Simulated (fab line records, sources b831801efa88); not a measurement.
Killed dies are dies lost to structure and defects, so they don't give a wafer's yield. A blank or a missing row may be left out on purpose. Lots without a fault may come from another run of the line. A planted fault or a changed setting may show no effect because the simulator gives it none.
A struck lot beside a sound one | flow sky130 | 32 steps out of a route of 708
Sound: wafers L630.1, L630.2, L630.3. Struck: wafers L645.2, L645.3, L645.5. The cause comes at the end.
At each step with rows: each side's tool, then ch and its chambers, then its first start. Under that, the readings that differ: sound wafers | struck wafers | difference of the means | sigmas: that difference in standard deviations of wafers without a fault.
alike: readings whose means differ by less than 2 such deviations, and words and numbers that are the same on both sides. not compared: withheld readings, readings that some wafer has no value for, bounds like >300 that may hide the same value, and numbers for which the record gives no deviation and whose values overlap.
The two part at a step that has a row with sigmas, a row that says differs or no value, or rows on one side only. Numbers that don't overlap but have no deviation are shown without sigmas and don't part them. A reading that every wafer of one side lacks parts them only if that side has two wafers or more.

SKY_SD_P_CD_MEAS_07: target cd 380 nm.
  sound on cd_sem-01, day 27 16:50; struck on cd_sem-01, day 32 19:31
  alike: cd_nm
SKY_SD_P_OVL_MEAS_08:
  sound on overlay-01, day 27 16:57; struck on overlay-01, day 32 19:37
  alike: SD_P_OVL
then, 1 step without rows for these wafers: SKY_SD_P_IMPLANT_09.
SKY_SD_P_STRIP_10: strips in O2/N2.
  sound on plasma_asher-02 ch 0,1, day 27 17:08; struck on plasma_asher-01 ch 0,1, day 32 19:47
  reading                      | sound             | struck            | difference | sigmas
  strip_time_to_endpoint_s (s) | 17.44 17.40 17.50 | 17.49 17.57 17.51 | +0.08      | +2
  alike: drypump_motor_current_A, oes_product_au
  not compared: rf_hours_counter_h
SKY_SD_P_TW_MEAS_11:
  sound on film_metro-03, day 27 17:14; struck on film_metro-03, day 32 19:54
  alike: SD_P_TW
then, 7 steps without rows for these wafers: SKY_RES_XHIGH_DEHYDRATE_00 (time 60 s); SKY_RES_XHIGH_HMDS_01 (prime time 60 s); SKY_RES_XHIGH_COAT_02 (resist thk 1140 nm); SKY_RES_XHIGH_SOFTBAKE_03 (time 60 s); SKY_RES_XHIGH_EXPOSE_04 (exposes mask URPM, target cd 1270 nm); SKY_RES_XHIGH_PEB_05; SKY_RES_XHIGH_DEVELOP_06 (develop time 60 s).
SKY_RES_XHIGH_IMPLANT_07:
  sound on implanter-01 ch 0, day 28 21:57; struck on implanter-01 ch 0, day 33 22:29
  reading       | sound                         | struck                        | difference | sigmas
  beam_on_s (s) | 39.2 38.6 39.4                | 30.8 30.3 31.3                | -8.3       | -3
  dose_ions_cm2 | 3.603e+14 3.607e+14 3.607e+14 | 2.873e+14 2.883e+14 2.883e+14 | -7.260e+13 | -99 or more
SKY_RES_XHIGH_STRIP_08: strips in O2/N2.
  sound on plasma_asher-03 ch 0,1, day 28 22:06; struck on plasma_asher-04 ch 0,1, day 33 22:36
  alike: drypump_motor_current_A, oes_product_au, strip_time_to_endpoint_s
  not compared: rf_hours_counter_h
SKY_RES_XHIGH_TW_MEAS_09:
  sound on film_metro-03, day 28 22:12; struck on film_metro-04, day 33 22:43
  alike: RES_XHIGH_TW
  not compared: hold
then, 6 steps without rows for these wafers: SKY_SD_N_HMDS_01 (prime time 60 s); SKY_SD_N_COAT_02 (resist thk 1124 nm); SKY_SD_N_SOFTBAKE_03 (time 60 s); SKY_SD_N_EXPOSE_04 (exposes mask NSDM, target cd 380 nm); SKY_SD_N_PEB_05; SKY_SD_N_DEVELOP_06 (develop time 60 s).
SKY_SD_N_CD_MEAS_07: target cd 380 nm.
  sound on cd_sem-02, day 30 02:32; struck on cd_sem-01, day 35 00:55
  alike: cd_nm
SKY_SD_N_OVL_MEAS_08:
  sound on overlay-02, day 30 02:40; struck on overlay-02, day 35 01:02
  alike: SD_N_OVL
then, 2 steps without rows for these wafers: SKY_SD_N_IMPLANT_09; SKY_SD_N_IMPLANT_10.
SKY_SD_N_STRIP_11: strips in O2/N2.
  sound on plasma_asher-01 ch 0,1, day 30 02:59; struck on plasma_asher-03 ch 0,1, day 35 01:22
  alike: drypump_motor_current_A, oes_product_au, strip_time_to_endpoint_s
  not compared: rf_hours_counter_h
SKY_SD_N_TW_MEAS_12:
  sound on film_metro-03, day 30 03:05; struck on film_metro-02, day 35 01:28
  alike: SD_N_TW
then, 1 step without rows for these wafers: SKY_SD_N_CLEAN_13 (cleans in SC1/SC2, time 150 s).
SKY_SD_N_RTA_14: time 2 s.
  sound on rtp_anneal-02 ch 0, day 30 03:12; struck on rtp_anneal-02 ch 0, day 35 01:35
  alike: lamp_power_pct, wafer_temp_C_max
SKY_SD_N_RS_MEAS_16: measures by four-point-probe.
  sound on film_metro-04, day 30 03:23; struck on film_metro-03, day 35 01:46
  reading          | sound             | struck            | difference | sigmas
  SD_N_RS (ohm/sq) | 68.49 68.34 68.37 | 68.72 68.67 68.70 | +0.30      | +2
SKY_SD_N_RS_MEAS_17: measures by four-point-probe.
  sound on film_metro-04, day 30 03:30; struck on film_metro-03, day 35 01:53
  reading          | sound             | struck            | difference | sigmas
  SD_P_RS (ohm/sq) | 146.4 146.1 146.5 | 147.7 147.7 147.7 | +1.4       | +4
SKY_SD_N_RS_MEAS_18: measures by four-point-probe.
  sound on film_metro-04, day 30 03:37; struck on film_metro-03, day 35 02:17
  reading               | sound             | struck            | difference | sigmas
  RES_XHIGH_RS (ohm/sq) | 331.8 332.0 331.1 | 398.8 397.5 398.1 | +66.5      | +51
  not compared: hold

WHERE THEY PART
First at SKY_SD_P_STRIP_10; last, within this record, at SKY_SD_N_RS_MEAS_18.

WHY: what the simulator had put in
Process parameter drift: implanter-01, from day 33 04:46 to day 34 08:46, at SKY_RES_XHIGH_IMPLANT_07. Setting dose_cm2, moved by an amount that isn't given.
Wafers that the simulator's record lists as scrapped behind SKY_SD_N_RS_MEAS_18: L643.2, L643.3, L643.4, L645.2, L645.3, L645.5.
